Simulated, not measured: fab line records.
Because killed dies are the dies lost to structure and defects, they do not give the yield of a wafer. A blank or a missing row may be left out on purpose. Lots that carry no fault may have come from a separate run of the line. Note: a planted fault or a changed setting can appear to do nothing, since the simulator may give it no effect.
Which tool was responsible?    flow sky130    35 wafers from 12 lots sampled at 5 of the route's 708 steps

== WHAT EACH GAUGE READ, for each wafer ==
SKY_METAL4_CD_MEAS_13: the cd target is 300 nm. Usual: cd_nm reads 299.9 nm (standard deviation 1.2).
lot   measured      on         cd_nm (nm)         flag
L720  day 42 10:37  cd_sem-02  297.6 298.8 299.6  
L721  day 42 18:09  cd_sem-02  301.2 301.1 299.9  
L722  day 43 02:06  cd_sem-01  298.8 299.8 299.1  
L724  day 43 12:38  cd_sem-02  299.0 298.8 300.6  
L728  day 44 16:30  cd_sem-02  298.8 300.5 299.1  
L730  day 45 05:08  cd_sem-02  301.6 300.8 301.8  
L729  day 45 05:29  cd_sem-01  301.8 302.0 299.8  
L731  day 45 10:29  cd_sem-02  287.3 300.8        OFF
L732  day 45 17:31  cd_sem-02  286.1 300.0 300.0  OFF
L733  day 45 22:32  cd_sem-01  287.4 300.5 300.5  OFF
L739  day 47 09:46  cd_sem-02  301.0 300.6 299.5  
L740  day 47 10:20  cd_sem-01  297.8 300.1 298.4  

SKY_VIA4_BOW_MEAS_03. Usual: for VIA4_BOW the level is 82 um and the standard deviation is 10.
lot   measured      on             VIA4_BOW (um)  flag
L720  day 42 12:19  film_metro-04  75 84 85       
L721  day 42 19:46  film_metro-03  69 84 90       
L722  day 43 03:50  film_metro-03  83 79 63       
L724  day 43 14:17  film_metro-04  103 79 87      
L728  day 44 18:07  film_metro-04  77 81 73       
L730  day 45 06:46  film_metro-03  93 89 88       
L729  day 45 07:07  film_metro-04  66 59 53       
L731  day 45 12:05  film_metro-02  91 85          
L732  day 45 19:13  film_metro-04  63 80 73       
L733  day 46 00:09  film_metro-02  88 80 86       
L739  day 47 11:34  film_metro-04  69 73 77       
L740  day 47 12:08  film_metro-03  81 71 72       

== WHICH TOOL RAN EACH LOT (tool, then ch and the chambers of the sampled wafers, then the start) ==
lot   SKY_VIA3_ETCH_15                    SKY_CAP2M_STRIP_14                    SKY_METAL4_EXPOSE_10
L720  rie_diel-02 ch 0,2,3, day 40 08:28  plasma_asher-03 ch 0,1, day 41 10:01  krf_scanner-02 ch 0, day 41 22:33
L721  rie_diel-02 ch 1,2, day 40 16:04    plasma_asher-01 ch 0,1, day 41 17:35  krf_scanner-01 ch 0, day 42 06:24
L722  rie_diel-03 ch 0,1,3, day 41 01:25  plasma_asher-01 ch 0,1, day 42 03:14  krf_scanner-01 ch 0, day 42 15:13
L724  rie_diel-01 ch 2,3, day 41 12:19    plasma_asher-04 ch 0,1, day 42 13:03  krf_scanner-02 ch 0, day 43 01:14
L728  rie_diel-01 ch 0,1,3, day 42 17:28  plasma_asher-03 ch 0,1, day 43 17:35  krf_scanner-02 ch 0, day 44 05:16
L730  rie_diel-01 ch 1,2,3, day 43 07:07  plasma_asher-03 ch 0,1, day 44 07:01  krf_scanner-02 ch 0, day 44 19:05
L729  rie_diel-02 ch 1,2, day 43 08:22    plasma_asher-01 ch 0,1, day 44 07:50  krf_scanner-01 ch 0, day 44 19:32
L731  rie_diel-01 ch 2,3, day 43 12:00    plasma_asher-04 ch 0, day 44 12:15    krf_scanner-02 ch 0, day 44 23:32
L732  rie_diel-02 ch 0,1,3, day 43 19:43  plasma_asher-03 ch 0,1, day 44 19:46  krf_scanner-02 ch 0, day 45 06:55
L733  rie_diel-01 ch 1,2,3, day 44 01:04  plasma_asher-01 ch 0,1, day 45 00:34  krf_scanner-02 ch 0, day 45 12:23
L739  rie_diel-02 ch 0,2, day 45 14:22    plasma_asher-03 ch 0,1, day 46 13:17  krf_scanner-01 ch 0, day 46 23:44
L740  rie_diel-01 ch 0,2,3, day 45 15:04  plasma_asher-04 ch 0,1, day 46 13:53  krf_scanner-01 ch 0, day 47 00:29
- SKY_VIA3_ETCH_15: etches SiO2 in C4F8/O2/Ar, stops on TiN, target depth 507 nm, time 78 s.
- SKY_CAP2M_STRIP_14: strips in O2/N2.
- SKY_METAL4_EXPOSE_10: exposes mask MM4, target cd 300 nm.

== WHAT THE TOOLS THEMSELVES READ (means of the sampled wafers that have a number; where no wafer has one, the mark that the record gives instead) ==
SKY_VIA3_ETCH_15. Usual: oes_product_au reads 0.946 a.u. (standard deviation 0.004).
lot   tool         oes_product_au (a.u.)  flag
L720  rie_diel-02  0.947                  
L721  rie_diel-02  0.944                  
L722  rie_diel-03  0.945                  
L724  rie_diel-01  0.950                  
L728  rie_diel-01  0.940                  
L730  rie_diel-01  0.946                  
L729  rie_diel-02  0.943                  
L731  rie_diel-01  0.942                  
L732  rie_diel-02  0.950                  
L733  rie_diel-01  0.945                  
L739  rie_diel-02  0.945                  
L740  rie_diel-01  0.947                  

SKY_CAP2M_STRIP_14. Usual: drypump_motor_current_A 5.5 A, standard deviation 0.42; oes_product_au 0.710 a.u., standard deviation 0.0049; strip_time_to_endpoint_s 12.67 s, standard deviation 0.041.
lot   tool             drypump_motor_current_A (A)  oes_product_au (a.u.)  strip_time_to_endpoint_s (s)  flag
L720  plasma_asher-03  6.0                          0.711                  12.72                         
L721  plasma_asher-01  5.2                          0.714                  12.63                         
L722  plasma_asher-01  5.0                          0.716                  12.66                         
L724  plasma_asher-04  5.1                          0.710                  12.68                         
L728  plasma_asher-03  5.9                          0.709                  12.67                         
L730  plasma_asher-03  5.9                          0.707                  12.63                         
L729  plasma_asher-01  5.3                          0.713                  12.72                         
L731  plasma_asher-04  5.1                          0.711                  12.68                         
L732  plasma_asher-03  5.9                          0.707                  12.64                         
L733  plasma_asher-01  5.0                          0.713                  12.74                         
L739  plasma_asher-03  6.0                          0.712                  12.65                         
L740  plasma_asher-04  5.1                          0.710                  12.73                         

== THE ANSWER, worked out from the rows above alone ==
Rule: take the mean of a lot's wafers that have a number; if it is more than 3 standard deviations from the usual mean, the lot is off. A lot without any number at a reading at which 4 lots or more have one is off too. All remaining lots with rows at the step are treated as sound. After the gauges, taken in route order, come the tools' own readings; for these a lot's mean is taken, as printed above. At the first step where some lot is off, the reading lying furthest off is the one used; lots without a number count as furthest.
Off, at SKY_METAL4_CD_MEAS_13 on cd_nm: L731, L732, L733.
If a tool, at a process step before that reading, ran all the lots that are off and no sound lot after the first of them, it fits. Gauges at SKY_METAL4_CD_MEAS_13: tried the same way as those tools. One fits: krf_scanner-02 at SKY_METAL4_EXPOSE_10. Its last sound lot is L730 (day 44 19:05), its first lot that is off L731 (day 44 23:32): a fault that began between those two fits.

== WHAT THE SIMULATOR HAD INSERTED ==
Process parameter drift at SKY_METAL4_EXPOSE_10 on krf_scanner-02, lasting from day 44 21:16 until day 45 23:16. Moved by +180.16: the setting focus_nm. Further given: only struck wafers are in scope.
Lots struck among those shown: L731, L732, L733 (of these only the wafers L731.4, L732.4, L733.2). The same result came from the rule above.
